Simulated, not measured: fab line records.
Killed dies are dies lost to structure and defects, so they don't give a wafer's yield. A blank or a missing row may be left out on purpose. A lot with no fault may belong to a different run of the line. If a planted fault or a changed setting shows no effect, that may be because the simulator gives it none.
One fault seen from 2 desks || flow gf180mcu || each desk holds nothing but its own numbers, with what lay behind them at the end

DESK OF THE TOOL OWNER: implanter-04
GF_NSD_IMPLANT_10, tool's own readings: per-lot mean of the sampled wafers with a number, covering each lot this tool ran. Marked OUT: a lot whose mean sits more than 4 standard deviations from the usual mean, which makes it out of limits; the brackets give that distance.
Columns: A = doseIonsCm2 at GF_NSD_IMPLANT_10, usual 5e+14; B = faradayCurrentUA at GF_NSD_IMPLANT_10, usual 2788
{"lot": "L223", "first seen here": "day 14 10:59", "A": 5e+14, "B": 2812}
{"lot": "L224", "first seen here": "day 14 17:43", "A": 5e+14, "B": 2754}
{"lot": "L229", "first seen here": "day 16 14:44", "A": 5e+14, "B": 2778}
{"lot": "L230", "first seen here": "day 16 23:49", "A": "4e+14 (-90) OUT", "B": "2547 (-4.4) OUT"}
{"lot": "L232", "first seen here": "day 17 11:13", "A": "4e+14 (-89) OUT", "B": "2519 (-4.9) OUT"}
{"lot": "L239", "first seen here": "day 20 00:26", "A": 5e+14, "B": 2798}
{"lot": "L241", "first seen here": "day 20 16:07", "A": 5e+14, "B": 2821}
Finding of this desk: L230, L232 out of limits; the first was L230 at day 16 23:49, on doseIonsCm2 at GF_NSD_IMPLANT_10. L223, L224, L229, L239, L241: within limits.

THE METROLOGY DESK
Means of the sampled wafers that have a number, per lot and without regard to the tool the lot ran on: this is what the gauges read. Marked OUT: a lot whose mean sits more than 4 standard deviations from the usual mean, which makes it out of limits; the brackets give that distance.
Columns: A = NSD_RS at GF_PSD_RS_MEAS_14, usual 46.15 ohm/sq; B = CONTACT_CVD_00_THK at GF_CONTACT_THK_MEAS_01, usual 303 nm
{"lot": "L220", "first seen here": "day 14 10:16", "A": 46.17, "B": 305}
{"lot": "L223", "first seen here": "day 15 09:07", "A": 46.11, "B": 312}
{"lot": "L224", "first seen here": "day 15 16:14", "A": 46.12, "B": 304}
{"lot": "L225", "first seen here": "day 15 23:52", "A": 46.14, "B": 305}
{"lot": "L226", "first seen here": "day 16 14:41", "A": 46.14, "B": 296}
{"lot": "L229", "first seen here": "day 17 15:21", "A": 46.14, "B": 307}
{"lot": "L230", "first seen here": "day 17 23:22", "A": "46.68 (+5.3) OUT", "B": 305}
{"lot": "L231", "first seen here": "day 18 02:31", "A": 46.08, "B": 303}
{"lot": "L232", "first seen here": "day 18 11:31", "A": "46.79 (+6.4) OUT", "B": 305}
{"lot": "L239", "first seen here": "day 21 01:04", "A": 46.34, "B": 303}
{"lot": "L240", "first seen here": "day 21 16:10", "A": 46.11, "B": 301}
{"lot": "L241", "first seen here": "day 21 16:31", "A": 46.03, "B": 303}
{"lot": "L242", "first seen here": "day 22 03:38", "A": 46.18, "B": 298}
This desk's result: L230, L232 out of limits, first on L230 (NSD_RS at GF_PSD_RS_MEAS_14), day 17 23:22. L220, L223, L224, L225, L226, L229, L231, L239, L240, L241, L242: within limits.

PUT TOGETHER
The tool owner's desk had the chance to raise an alarm at day 16 23:49 on L230, L232.
An alarm was possible from the metrology desk at day 17 23:22, on L230, L232.
All the named lots went through GF_NSD_IMPLANT_10 on implanter-04.

WHAT THE SIMULATOR HAD INSERTED
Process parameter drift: implanter-04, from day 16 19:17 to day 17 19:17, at GF_NSD_IMPLANT_10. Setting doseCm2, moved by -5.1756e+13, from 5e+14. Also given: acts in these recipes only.
Struck lots among those shown: L230, L232.
Hours from the fault's start to each desk's first reading out of limits: the tool owner's desk, 5; the metrology desk, 28.
